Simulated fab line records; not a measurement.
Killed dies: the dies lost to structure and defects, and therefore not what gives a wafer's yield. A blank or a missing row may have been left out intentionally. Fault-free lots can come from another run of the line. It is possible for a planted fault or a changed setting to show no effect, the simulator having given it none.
Which tool was responsible?    flow gf180mcu    13 lots (39 wafers sampled), 1 step of a 602-step route

== WHAT THE GAUGES SHOWED, per wafer ==
GF_V1_THK_MEAS_03.
lot   measured      on             V1_CVD_02_THK (nm)
L258  day 16 18:06  film-metro-04  837 822 836
L260  day 18 16:52  film-metro-01  840 846 852
L263  day 19 00:39  film-metro-02  839 864 868
L262  day 19 01:39  film-metro-04  849 864 850
L264  day 19 09:34  film-metro-01  824 850 835
L266  day 20 05:47  film-metro-01  841 843 847
L274  day 23 05:07  film-metro-04  847 848 825
L275  day 23 09:06  film-metro-04  825 817 841
L276  day 23 17:47  film-metro-02  825 844 864
L277  day 24 01:49  film-metro-04  861 864 848
L279  day 24 15:22  film-metro-01  843 854 860
L280  day 24 22:35  film-metro-01  852 842 847
L281  day 25 07:36  film-metro-01  829 832 839

== WHICH TOOL RAN EACH LOT (tool, then ch and the chambers of the sampled wafers, then the start) ==
Record: no process step prior to these readings.

== WHAT THE TOOLS THEMSELVES READ (means of the sampled wafers that have a number; where no wafer has one, the mark that the record gives instead) ==
The record holds no such reading with a usual standard deviation.

== THE ANSWER, worked out from the rows above alone ==
Rule: the lots themselves supply what counts as usual. The widest of any qualifying gaps counts: lots, ordered by their means at a reading, are off when they make up no more than a third of the lots, leave a main group of 4 or more, and stand apart from it by 3 or more times the standard deviation of that group's means. A main group whose means are all the same, to the digits that the tables above print for the reading, isn't used. Also off: a lot with no number at a reading for which 4 or more lots have one. Where the step has rows for the other lots, those lots are counted as sound. The gauges are gone through in route order, then the tools' own readings, and for those a lot's mean is taken as printed above. The first step at which some lot is off is used, and at that step the reading that is off furthest; a lot without a number counts as furthest.
Nothing can be told from this: no lot is off at any reading shown.

== WHAT HAD BEEN PUT IN BY THE SIMULATOR ==
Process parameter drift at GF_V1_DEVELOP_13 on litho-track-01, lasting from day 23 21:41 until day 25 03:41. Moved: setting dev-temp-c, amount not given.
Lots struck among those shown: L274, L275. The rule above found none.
